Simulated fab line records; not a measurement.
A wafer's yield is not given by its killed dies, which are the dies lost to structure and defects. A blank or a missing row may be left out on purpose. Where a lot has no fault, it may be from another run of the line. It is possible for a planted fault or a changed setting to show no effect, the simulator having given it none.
Struck lot and sound lot, side by side | flow gf180mcu | 20 steps out of a route of 602
Sound: these wafers, L267.3, L267.4, L267.5. Wafers struck: L271.1, L271.3, L271.4. The cause is named last.
Each step with rows lists, per side, the tool, then ch with its chambers, then its first start. Under that, the readings that differ: sound wafers | struck wafers | difference of the means | sigmas: that difference in standard deviations of wafers without a fault.
alike: readings with means less than 2 such deviations apart, plus words and numbers identical on both sides. not compared: withheld readings, readings lacking a value on some wafer, bounds such as >300 that could conceal the same value, and numbers that have no deviation in the record and whose values overlap.
The two part at a step that has a row with sigmas, a row that says differs or no value, or rows on one side only. Numbers that have no deviation but don't overlap get no sigmas and don't part them. A reading that every wafer of one side lacks parts them only if that side has two wafers or more.

first, 1 step without rows for these wafers: GF_NSD_IMPLANT_10.
GF_NSD_STRIP_11: strips in O2/N2.
  sound on plasma asher-02 ch 0,1, day 13 23:39; struck on plasma asher-02 ch 0,1, day 15 06:58
  alike: drypump motor current A, heater power w, n2 flow sccm, oes product au, strip time to endpoint s
  not compared: rf hours counter h
GF_NSD_TW_MEAS_12:
  sound on film metro-03, day 13 23:44; struck on film metro-02, day 15 07:04
  alike: NSD_TW
then, 7 steps without rows for these wafers: GF_PSD_DEHYDRATE_00 (time 60 s); GF_PSD_HMDS_01 (prime time 60 s); GF_PSD_COAT_02 (resist thk 1000 nm); GF_PSD_SOFTBAKE_03 (time 60 s); GF_PSD_EXPOSE_04 (exposes mask Pplus, target cd 400 nm); GF_PSD_PEB_05; GF_PSD_DEVELOP_06 (develop time 60 s).
GF_PSD_CD_MEAS_07: the cd target is 400 nm.
  sound on cd sem-02, day 14 19:50; struck on cd sem-02, day 16 04:55
  alike: cd nm
GF_PSD_OVL_MEAS_08:
  sound on overlay-02, day 14 19:55; struck on overlay-01, day 16 05:02
  alike: PSD_OVL
GF_PSD_IMPLANT_09:
  sound on implanter-04 ch 0, day 14 20:00; struck on implanter-04 ch 0, day 16 05:05
  reading                   | sound             | struck            | difference | sigmas
  implant ion amu           | 49 49 49          | 75 75 75          | +26        |
  model.implant.drp nm (nm) | 15.87 15.87 15.87 | 11.92 11.92 11.92 | -3.95      |
  model.implant.rp nm (nm)  | 29.56 29.56 29.56 | 26.56 26.56 26.56 | -3.00      |
  alike: dose ions cm2
GF_PSD_STRIP_10: strips in O2/N2.
  sound on plasma asher-01 ch 0,1, day 14 20:08; struck on plasma asher-01 ch 0,1, day 16 05:14
  reading                      | sound             | struck            | difference | sigmas
  strip time to endpoint s (s) | 16.52 16.47 16.52 | 16.65 16.63 16.64 | +0.14      | +3
  alike: drypump motor current A, heater power w, n2 flow sccm, oes product au
  not compared: rf hours counter h
GF_PSD_TW_MEAS_11:
  sound on film metro-03, day 14 20:13; struck on film metro-04, day 16 05:20
  reading | sound          | struck         | difference | sigmas
  PSD_TW  | 3160 3153 3161 | 3712 3703 3698 | +546       | +20
then, 1 step without rows for these wafers: GF_PSD_CLEAN_12 (cleans in SC1/SC2, time 150 s).
GF_PSD_RTA_13: time 20 s.
  sound on rtp anneal-02 ch 0, day 14 20:20; struck on rtp anneal-02 ch 0, day 16 05:26
  alike: lamp power pct, wafer_temp_C_max
GF_PSD_RS_MEAS_14: a four-point-probe measurement.
  sound on film metro-04, day 14 20:26; struck on film metro-03, day 16 05:31
  alike: NSD_RS
GF_PSD_RS_MEAS_15: a four-point-probe measurement.
  sound on film metro-04, day 14 20:33; struck on film metro-03, day 16 05:38
  reading         | sound                | struck            | difference | sigmas
  PSD_RS (ohm/sq) | 108.55 108.29 108.70 | 52.09 52.08 52.18 | -56.40     | -99 or more
GF_SAB_CVD_00: deposits SiO2 from TEOS, target thk 50 nm, time 4.9302 s.
  sound on pecvd-04 ch 0,1, day 14 20:38; struck on pecvd-02 ch 0,1,2, day 16 05:46
  alike: heater power w

== WHERE THEY PART ==
At GF_PSD_STRIP_10 first; at GF_PSD_RS_MEAS_15 last (within this record only). Later steps at which nothing parts them and some readings are alike: GF_SAB_CVD_00.

WHY: what had been put in by the simulator
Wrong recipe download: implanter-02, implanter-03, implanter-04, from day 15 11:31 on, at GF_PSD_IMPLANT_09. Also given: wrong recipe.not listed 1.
